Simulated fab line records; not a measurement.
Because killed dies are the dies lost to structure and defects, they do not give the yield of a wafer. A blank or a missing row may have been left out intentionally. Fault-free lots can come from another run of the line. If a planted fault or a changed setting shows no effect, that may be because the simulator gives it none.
A struck lot beside a sound one | flow sky130 | 43 steps out of a route of 708
Sound: wafers L338.2, L338.5, L338.6. Wafers struck: L351.2, L351.3, L351.6. The cause is given at the end.
At each step with rows: each side's tool, then ch and its chambers, then its first start. Under that, the readings that differ: sound wafers | struck wafers | difference of the means | sigmas: that difference in standard deviations of wafers without a fault.
alike: same words and numbers on both sides, and readings whose means sit less than 2 such deviations apart. not compared: any withheld reading, any reading some wafer has no value for, any bound like >300 that may hide the same value, and any number with overlapping values for which the record gives no deviation.
Wherever a step has rows on one side only, a row that says differs or no value, or a row with sigmas, the two part there. Numbers that don't overlap but have no deviation are shown without sigmas and don't part them. Lack of a reading on every wafer of one side parts them only where that side has two or more wafers.

first, 4 steps without rows for these wafers: SKY_VIA2_CLEAN_18 (cleans in IPA, time 180 s); SKY_VIA2_CLEAN_19 (cleans in O3/DIW); SKY_VIA2_SPUTTER_20 (material TiN, target thk 20 nm, time 80 s); SKY_VIA2_CVD_21 (deposits W, target thk 420 nm, time 126.4 s).
SKY_VIA2_RS_MEAS_22: the measuring method here is four-point-probe.
  sound on film metro-01 at day 39 01:47; struck on film metro-04 at day 42 20:38
  alike: VIA2_W_RS
SKY_VIA2_THK_MEAS_23: measures by xrf.
  sound on film metro-01 at day 39 01:54; struck on film metro-04 at day 42 20:44
  alike: VIA2_W_THK
SKY_VIA2_CMP_24: polishes, stops on SiO2, t overpolish 20 s, target thk 0 nm.
  sound on cmp-02 ch 0,1,3, day 39 02:06; struck on cmp-02 ch 0,1,2, day 42 20:53
  alike: head pressure psi, motor current A, overpolish run s, time to endpoint s
SKY_METAL3_SPUTTER_00: material Ti, target thk 15 nm, time 10 s.
  sound on pvd sputter-04 at day 39 02:15; struck on pvd sputter-04 at day 42 21:05
  alike: throttle valve pct
then, 1 step without rows for these wafers: SKY_METAL3_SPUTTER_01 (material TiN, target thk 20 nm, time 16.7 s).
SKY_METAL3_SPUTTER_02: material AlCu, target thk 735 nm, time 39.1 s.
  sound on pvd sputter-04 at day 39 02:18; struck on pvd sputter-04 at day 42 21:08
  alike: throttle valve pct
then, 1 step without rows for these wafers: SKY_METAL3_SPUTTER_03 (material Ti, target thk 5 nm, time 3.3 s).
SKY_METAL3_SPUTTER_04: material TiN, target thk 70 nm, time 58.3 s.
  sound on pvd sputter-04 at day 39 02:21; struck on pvd sputter-04 at day 42 21:11
  alike: throttle valve pct
SKY_CAPM_CVD_00: deposits SiO2, target thk 15.5 nm.
  sound on pecvd-02 ch 0,1, day 39 02:24; struck on pecvd-02 ch 0,2, day 42 21:14
  alike: heater power outer w, heater power w, rf fwd power W
SKY_CAPM_THK_MEAS_01:
  sound on film metro-01 at day 39 02:26; struck on film metro-02 at day 42 21:17
  alike: CAPM_CVD_00_THK
then, 1 step without rows for these wafers: SKY_CAPM_SPUTTER_02 (material TiN, target thk 200 nm, time 166.7 s).
SKY_CAPM_RS_MEAS_03: the measuring method here is four-point-probe.
  sound on film metro-03 at day 39 02:37; struck on film metro-01 at day 42 21:28
  alike: CAPM_TIN_RS
SKY_CAPM_THK_MEAS_04: measures by xrf.
  sound on film metro-03 at day 39 02:43; struck on film metro-01 at day 42 21:34
  alike: CAPM_TIN_THK
then, 7 steps without rows for these wafers: SKY_CAPM_DEHYDRATE_05 (time 60 s); SKY_CAPM_HMDS_06 (prime time 60 s); SKY_CAPM_COAT_07 (resist thk 1140 nm); SKY_CAPM_SOFTBAKE_08 (time 60 s); SKY_CAPM_EXPOSE_09 (exposes mask CAPM, target cd 1000 nm); SKY_CAPM_PEB_10; SKY_CAPM_DEVELOP_11 (develop time 60 s).
SKY_CAPM_OVL_MEAS_12:
  sound on overlay-01 at day 40 03:21; struck on overlay-01 at day 43 19:22
  alike: CAPM_OVL
SKY_CAPM_METAL_ETCH_13: etches TiN in Cl2/BCl3, stops on SiO2, target depth 220 nm, time 62.9 s.
  sound on rie metal-04 ch 0,1, day 40 03:23; struck on rie metal-02 ch 1, day 43 19:24
  alike: bcl3 flow sccm, drypump motor current A, oes product au, rf fwd power W, throttle valve pct
  not compared: rf hours counter h
then, 12 steps without rows for these wafers: SKY_CAPM_STRIP_14 (strips in O2/N2); SKY_CAPM_STRIP_15 (strips in post etch residue remover, time 1200 s); SKY_CAPM_CLEAN_16 (cleans in IPA, time 180 s); SKY_CAPM_CLEAN_17 (cleans in O3/DIW); SKY_METAL3_DEHYDRATE_05 (time 60 s); SKY_METAL3_HMDS_06 (prime time 60 s); SKY_METAL3_COAT_07 (resist thk 60 nm); SKY_METAL3_COAT_08 (resist thk 1140 nm); SKY_METAL3_SOFTBAKE_09 (time 90 s); SKY_METAL3_EXPOSE_10 (exposes mask MM3, target cd 300 nm); SKY_METAL3_PEB_11; SKY_METAL3_DEVELOP_12 (develop time 58.83 s).
SKY_METAL3_CD_MEAS_13: the cd target is 300 nm.
  sound on cd sem-01 at day 41 03:53; struck on cd sem-01 at day 44 17:45
  alike: cd nm
SKY_METAL3_OVL_MEAS_14:
  sound on overlay-02 at day 41 03:59; struck on overlay-01 at day 44 17:51
  alike: METAL3_OVL
then, 2 steps without rows for these wafers: SKY_METAL3_DESCUM_15 (chemistry O2, time 8 s); SKY_METAL3_ETCH_16 (etches BARC in N2/H2, stops on SiO2, time 88.2 s, target depth 60 nm).
-- the record jumps here: 6 days lie between the struck wafers' starts before and after (it left off in module METAL3 and takes up again in module PAD_OPEN, whose first step shown is number 708 of the route) --
SKY_PAD_OPEN_PROBE_99:
  sound on prober-02 at day 47 23:47; struck on prober-01 at day 50 16:28
  reading                               | sound                | struck            | difference | sigmas
  defect limited yield (%)              | 83.1 81.3 81.3       | 74.2 77.4 69.5    | -8.2       | -4
  killed at other                       | 1 0 1                | 49 43 53          | +48        | +74
  killed dies                           | 83 92 92             | 127 111 150       | +40        | +4
  sort_bin_3_pad_short (%)              | 0.4 0.6 0.4          | 2.4 2.8 2.2       | +2.0       | +5
  sort_bin_5_function (%)               | 12.0 8.5 11.2        | 16.3 13.6 21.1    | +6.4       | +5
  sort n pass                           | 409 400 400          | 365 381 342       | -40        | -4
  sort yield pct (%)                    | 83.1 81.3 81.3       | 74.2 77.4 69.5    | -8.2       | -4
  model.etest.tester.sort n pass        | 409 400 400          | 365 381 342       | -40        |
  model.etest.tester.sort yield pct (%) | 83.13 81.3 81.3      | 74.19 77.44 69.51 | -8.20      |
  model.etest.tester.sort_bin_5_pct (%) | 11.99 8.537 11.18    | 16.26 13.62 21.14 | +6.44      |
  model.etest.tester.sort_bin_3_pct (%) | 0.4065 0.6098 0.4065 | 2.439 2.846 2.236 | +2.033     |
  alike: killed_at_M0_to_M3, killed_at_M4_up, killed at contacts, killed at front end, killed open, killed short, sort_bin_6_memory

## WHERE THEY PART
SKY_PAD_OPEN_PROBE_99 only, going by this record.

WHY: whatever the simulator had introduced
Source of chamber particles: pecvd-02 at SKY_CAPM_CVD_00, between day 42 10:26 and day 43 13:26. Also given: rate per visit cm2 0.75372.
